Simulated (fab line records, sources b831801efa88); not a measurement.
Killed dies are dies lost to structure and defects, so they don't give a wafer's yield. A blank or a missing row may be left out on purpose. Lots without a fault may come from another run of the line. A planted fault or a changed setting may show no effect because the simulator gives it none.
Which tool did it? | flow gf180mcu | 7 lots, 21 wafers sampled, at 4 steps of a route of 602

WHAT THE GAUGES READ, wafer by wafer
GF_TOP_METAL_CD_MEAS_14: target cd 440 nm.
lot  | measured     | on        | cd_nm (nm)
L592 | day 28 20:21 | cd_sem-02 | 439.2 437.7 439.7
L594 | day 29 15:37 | cd_sem-02 | 440.4 440.9 439.7
L597 | day 30 08:15 | cd_sem-01 | 439.0 437.9 438.3
L602 | day 31 19:15 | cd_sem-02 | 445.2 444.3 440.6
L607 | day 32 22:08 | cd_sem-02 | 441.3 439.3 441.9
L611 | day 33 18:36 | cd_sem-02 | 438.8 439.5 440.6
L613 | day 34 06:19 | cd_sem-02 | 442.9 442.8 440.0

WHICH TOOL RAN EACH LOT (tool, then ch and the chambers of the sampled wafers, then the start)
lot  | GF_V2_CMP_04                  | GF_V5_CVD_02                    | GF_V5_CVD_23
L592 | cmp-02 ch 0,1, day 20 03:06   | pecvd-02 ch 0,1, day 27 02:51   | cvd_w-01 ch 0,1, day 27 23:52
L594 | cmp-01 ch 0,2,3, day 21 02:01 | pecvd-01 ch 0,1,2, day 27 22:42 | cvd_w-01 ch 0,1, day 28 19:16
L597 | cmp-01 ch 0,1,3, day 22 01:19 | pecvd-03 ch 1,2, day 28 16:29   | cvd_w-01 ch 0,1, day 29 13:06
L602 | cmp-02 ch 0,1,2, day 23 21:05 | pecvd-02 ch 0,1, day 30 04:39   | cvd_w-01 ch 1, day 31 00:55
L607 | cmp-02 ch 0,1,2, day 25 07:41 | pecvd-01 ch 0,2, day 31 10:17   | cvd_w-02 ch 0,1, day 32 05:07
L611 | cmp-01 ch 0,3, day 26 12:26   | pecvd-01 ch 0,2, day 32 08:41   | cvd_w-02 ch 0,1, day 33 02:43
L613 | cmp-01 ch 0,1, day 27 02:28   | pecvd-01 ch 0,1,2, day 32 20:39 | cvd_w-01 ch 0,1, day 33 14:05
- GF_V2_CMP_04: polishes SiO2.
- GF_V5_CVD_02: deposits SiO2 from TEOS, target thk 1450 nm, time 163.28 s.
- GF_V5_CVD_23: deposits W, target thk 350 nm, time 104.9 s.

THE ANSWER, worked out from the rows above alone
Rule: what is usual is taken from the lots themselves. Put in order of their means at a reading, lots are off if they are a third of the lots or fewer, leave a main group of 4 or more, and stand apart from it by a gap of 3 or more times the standard deviation of the main group's means; of several such gaps the widest counts. A main group whose means are all the same, to the digits that the tables above print for the reading, isn't used. A lot without any number at a reading at which 4 lots or more have one is off too. The other lots that the step has rows for count as sound.
No lot is off at any reading shown: from this, nothing can be told.

WHAT THE SIMULATOR HAD PUT IN
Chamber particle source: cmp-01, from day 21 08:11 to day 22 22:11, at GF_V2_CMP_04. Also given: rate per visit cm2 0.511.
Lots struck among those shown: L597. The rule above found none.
